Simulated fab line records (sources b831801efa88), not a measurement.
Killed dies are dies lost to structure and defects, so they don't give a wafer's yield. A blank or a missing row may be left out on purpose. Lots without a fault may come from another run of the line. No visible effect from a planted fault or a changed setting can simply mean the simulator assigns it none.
Chamber matching ; flow gf180mcu ; GF_CONTACT_CVD_00 on hdpcvd-01: 3 sister chambers
The step deposits SiO2, target thk 300 nm, time 50 s. 3 wafers are shown with their chamber, then 6 later ones without.

== WAFERS WITH THEIR CHAMBER ==
wafer;chamber;sih4_flow_sccm (sccm)
L792.1;0;60.09
L794.2;1;60.20
L794.5;2;60.17

== WAFERS WITH NO CHAMBER GIVEN ==
wafer;sih4_flow_sccm (sccm)
L794.6;60.17
L795.3;60.09
L795.4;60.44
L795.6;59.94
L796.3;59.95
L796.4;59.69

== THE CHAMBER EACH PASSED THROUGH ==
wafer;from the rows above;in truth
L794.6;can't be placed: 2 or 1 or 0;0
L795.3;can't be placed: 0 or 2 or 1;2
L795.4;can't be placed: 1 or 2 or 0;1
L795.6;can't be placed: 0 or 2 or 1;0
L796.3;can't be placed: 0 or 2 or 1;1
L796.4;can't be placed: 0 or 2 or 1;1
Correctly placed: 0 of 6. Unplaceable from these rows: 6, with the true chamber sitting among the candidates in 6. Number placed wrongly: 0.
How it was worked out, from the rows above alone: a wafer's distance from a chamber is the root of the sum, over the readings, of the square of ((its reading less the chamber's mean) divided by the reading's scatter). The wafer belongs to the nearest chamber; if the next one is less than 2 further off, it can't be placed. The mean given for a chamber averages the wafers shown for that chamber. The scatter: root of mean squared gap, hidden wafer to nearest shown wafer, with one shown wafer a chamber.
